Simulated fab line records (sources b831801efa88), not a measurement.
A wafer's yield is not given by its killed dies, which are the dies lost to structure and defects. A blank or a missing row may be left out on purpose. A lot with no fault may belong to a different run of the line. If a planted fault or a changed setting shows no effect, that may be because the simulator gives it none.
Which tool did it? | flow sky130 | Sampling: 6 lots, 18 wafers, 2 of 708 route steps

== WHAT EACH GAUGE READ, for each wafer ==
SKY_VIA3_THK_MEAS_23: measures by xrf.
lot  | measured     | on            | VIA3_W_THK (nm)
L199 | day 41 12:01 | film_metro-01 | 373 383 382
L201 | day 42 04:25 | film_metro-01 | 386 378 391
L208 | day 43 20:41 | film_metro-04 | 403 391 400
L210 | day 44 12:07 | film_metro-02 | 387 389 402
L211 | day 45 08:26 | film_metro-04 | 388 387 394
L217 | day 46 00:44 | film_metro-02 | 382 390 382

== WHICH TOOL RAN EACH LOT (tool, then ch and the chambers of the sampled wafers, then the start) ==
lot  | SKY_VIA3_SPUTTER_20
L199 | pvd_sputter-02, day 41 11:41
L201 | pvd_sputter-02, day 42 04:05
L208 | pvd_sputter-02, day 43 20:22
L210 | pvd_sputter-01, day 44 11:49
L211 | pvd_sputter-01, day 45 08:07
L217 | pvd_sputter-03, day 46 00:26
- SKY_VIA3_SPUTTER_20: material TiN, target thk 20 nm, time 80 s.

== THE ANSWER, worked out from the rows above alone ==
Rule: usual is defined by the lots themselves. The widest of any qualifying gaps counts: lots, ordered by their means at a reading, are off when they make up no more than a third of the lots, leave a main group of 4 or more, and stand apart from it by 3 or more times the standard deviation of that group's means. If all means in a main group match to the digits the tables above print for the reading, that group is not used. Also off: a lot with no number at a reading for which 4 or more lots have one. The other lots that the step has rows for count as sound.
Across all readings shown, no lot is off: no conclusion can be drawn from this.

== WHAT THE SIMULATOR HAD INSERTED ==
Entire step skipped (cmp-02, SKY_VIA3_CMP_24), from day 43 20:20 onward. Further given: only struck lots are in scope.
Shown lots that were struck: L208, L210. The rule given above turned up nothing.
